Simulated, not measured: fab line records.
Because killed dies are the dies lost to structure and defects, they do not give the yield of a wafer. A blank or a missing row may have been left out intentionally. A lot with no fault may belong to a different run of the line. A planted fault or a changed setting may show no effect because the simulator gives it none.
Which tool was responsible? | flow sky130 | 13 lots with 39 wafers sampled at 5 steps, on a route of 708 steps

WHAT THE GAUGES SHOWED, per wafer
SKY_LDD_P_CD_MEAS_07: the cd target is 380 nm. Usual: cd-nm at 381.1 nm, with a standard deviation of 2.9.
lot  | measured     | on        | cd-nm (nm)        | flag
L392 | day 19 14:30 | cd-sem-01 | 387.5 385.7 386.0 |
L393 | day 20 03:37 | cd-sem-02 | 379.5 380.9 380.1 |
L395 | day 20 15:58 | cd-sem-02 | 380.5 381.1 381.1 |
L396 | day 21 00:05 | cd-sem-01 | 381.3 383.5 383.5 |
L397 | day 21 07:08 | cd-sem-02 | 380.4 383.0 384.1 |
L401 | day 23 08:31 | cd-sem-01 | 253.5 254.3 252.5 | OFF
L403 | day 23 13:48 | cd-sem-02 | 252.8 253.6 254.3 | OFF
L402 | day 23 14:13 | cd-sem-01 | 380.4 381.8 381.6 |
L409 | day 25 11:46 | cd-sem-02 | 382.8 380.4 384.4 |
L410 | day 25 14:29 | cd-sem-01 | 375.9 375.5 375.3 |
L411 | day 25 21:17 | cd-sem-02 | 385.5 385.6 385.4 |
L412 | day 26 09:29 | cd-sem-02 | 377.7 377.2 377.1 |
L413 | day 26 10:59 | cd-sem-02 | 377.4 379.9 379.1 |

SKY_LDD_P_OVL_MEAS_08. Usual: LDD_P_OVL gives -0.2 nm (standard deviation 1.6).
lot  | measured     | on         | LDD_P_OVL (nm) | flag
L392 | day 19 14:36 | overlay-02 | 0.0 1.1 -0.1   |
L393 | day 20 03:43 | overlay-01 | -1.5 -0.8 -2.4 |
L395 | day 20 16:04 | overlay-02 | -0.1 1.1 2.0   |
L396 | day 21 00:10 | overlay-02 | 2.2 3.6 0.7    |
L397 | day 21 07:15 | overlay-02 | 1.5 -2.0 -1.5  |
L401 | day 23 08:37 | overlay-02 | 0.2 1.8 0.4    |
L403 | day 23 13:54 | overlay-02 | 0.9 2.0 2.3    |
L402 | day 23 14:19 | overlay-02 | -1.2 -0.3 -3.1 |
L409 | day 25 11:53 | overlay-01 | 0.5 2.5 1.1    |
L410 | day 25 14:37 | overlay-01 | -2.0 -2.6 -1.5 |
L411 | day 25 21:25 | overlay-02 | 0.1 1.1 0.7    |
L412 | day 26 09:36 | overlay-02 | 0.2 -0.3 -0.9  |
L413 | day 26 11:06 | overlay-02 | -0.5 0.4 0.6   |

SKY_LDD_HVN_OVL_MEAS_07. Usual: LDD_HVN_OVL gives 0.4 nm (standard deviation 1.4).
lot  | measured     | on         | LDD_HVN_OVL (nm) | flag
L392 | day 20 20:38 | overlay-01 | 0.0 -0.6 -0.3    |
L393 | day 21 10:29 | overlay-01 | 0.0 0.2 -0.2     |
L395 | day 21 22:32 | overlay-02 | -1.9 -0.1 0.9    |
L396 | day 22 06:33 | overlay-01 | 1.8 3.3 1.9      |
L397 | day 22 13:59 | overlay-02 | -0.1 0.5 0.5     |
L401 | day 24 14:06 | overlay-02 | -0.3 0.6 -0.1    |
L403 | day 24 20:07 | overlay-01 | -1.1 -0.1 0.1    |
L402 | day 24 20:43 | overlay-01 | 0.8 0.2 0.7      |
L409 | day 26 16:43 | overlay-02 | 3.1 4.3 1.6      |
L410 | day 26 20:10 | overlay-02 | -1.4 -0.1 0.0    |
L411 | day 27 02:32 | overlay-01 | 0.2 1.0 1.3      |
L412 | day 27 14:49 | overlay-02 | -0.2 -1.6 0.0    |
L413 | day 27 15:44 | overlay-02 | 2.4 3.3 1.9      |

EACH LOT AND THE TOOL THAT RAN IT (in order: tool; ch and the chambers of the sampled wafers; start)
lot  | SKY_POLY_GATE_ETCH_15              | SKY_LDD_P_DEVELOP_06
L392 | rie-diel-03 ch 2,3, day 16 19:47   | litho-track-01 ch 0, day 19 14:21
L393 | rie-diel-04 ch 0,1,2, day 17 09:09 | litho-track-03 ch 0, day 20 03:28
L395 | rie-diel-04 ch 2,3, day 17 17:38   | litho-track-03 ch 0, day 20 15:49
L396 | rie-diel-02 ch 2,3, day 18 02:30   | litho-track-01 ch 0, day 20 23:57
L397 | rie-diel-02 ch 0,2,3, day 18 11:47 | litho-track-01 ch 0, day 21 06:59
L401 | rie-diel-03 ch 0,1, day 20 15:47   | litho-track-01 ch 0, day 23 08:23
L403 | rie-diel-02 ch 1,2,3, day 20 21:47 | litho-track-01 ch 0, day 23 13:39
L402 | rie-diel-04 ch 0,1,3, day 20 22:46 | litho-track-03 ch 0, day 23 14:04
L409 | rie-diel-03 ch 0,1,2, day 22 21:35 | litho-track-04 ch 0, day 25 11:37
L410 | rie-diel-03 ch 0,2,3, day 23 01:01 | litho-track-03 ch 0, day 25 14:20
L411 | rie-diel-03 ch 0,1,2, day 23 07:38 | litho-track-03 ch 0, day 25 21:08
L412 | rie-diel-04 ch 1,2, day 23 19:32   | litho-track-01 ch 0, day 26 09:20
L413 | rie-diel-04 ch 1,2, day 23 20:58   | litho-track-04 ch 0, day 26 10:51
- SKY_POLY_GATE_ETCH_15: etches BARC in N2/H2, stops on SiO2, time 118.5 s, target depth 110 nm.
- SKY_LDD_P_DEVELOP_06: develop time 60 s.

WHAT THE TOOLS THEMSELVES READ (means of the sampled wafers that have a number; where no wafer has one, the mark that the record gives instead)
SKY_POLY_GATE_ETCH_15. Usual: drypump-motor-current-A 5.7 A, standard deviation 0.41; oes-product-au 0.715 a.u., standard deviation 0.0046; throttle-valve-pct 13.212 %, standard deviation 0.0093.
lot  | tool        | drypump-motor-current-A (A) | oes-product-au (a.u.) | throttle-valve-pct (%) | flag
L392 | rie-diel-03 | 5.5                         | 0.713                 | 13.215                 |
L393 | rie-diel-04 | 5.3                         | 0.716                 | 13.220                 |
L395 | rie-diel-04 | 5.8                         | 0.713                 | 13.205                 |
L396 | rie-diel-02 | 5.6                         | 0.718                 | 13.218                 |
L397 | rie-diel-02 | 5.5                         | 0.715                 | 13.215                 |
L401 | rie-diel-03 | 6.0                         | 0.723                 | 13.214                 |
L403 | rie-diel-02 | 5.8                         | 0.715                 | 13.209                 |
L402 | rie-diel-04 | 5.5                         | 0.716                 | 13.213                 |
L409 | rie-diel-03 | 5.7                         | 0.715                 | 13.213                 |
L410 | rie-diel-03 | 5.5                         | 0.714                 | 13.212                 |
L411 | rie-diel-03 | 5.7                         | 0.709                 | 13.207                 |
L412 | rie-diel-04 | 5.4                         | 0.714                 | 13.210                 |
L413 | rie-diel-04 | 5.4                         | 0.711                 | 13.202                 |

THE ANSWER, worked out from the rows above alone
Rule: a lot counts as off when the mean over its wafers that have a number is more than 3 standard deviations away from the usual mean. A lot without any number at a reading at which 4 lots or more have one is off too. All remaining lots with rows at the step are treated as sound. Order of review: gauges by route order, followed by the tools' own readings, for which a lot's mean as printed above is used. The first step at which some lot is off is used, and at that step the reading that is off furthest; a lot without a number counts as furthest.
Off: L401, L403 (SKY_LDD_P_CD_MEAS_07, cd-nm).
A tool fits if, at a process step before that reading, it ran every lot that is off, and no sound lot after the first of them. Gauges at SKY_LDD_P_CD_MEAS_07: tried the same way as those tools. Of those tried, none fits.

WHAT THE SIMULATOR HAD PUT IN
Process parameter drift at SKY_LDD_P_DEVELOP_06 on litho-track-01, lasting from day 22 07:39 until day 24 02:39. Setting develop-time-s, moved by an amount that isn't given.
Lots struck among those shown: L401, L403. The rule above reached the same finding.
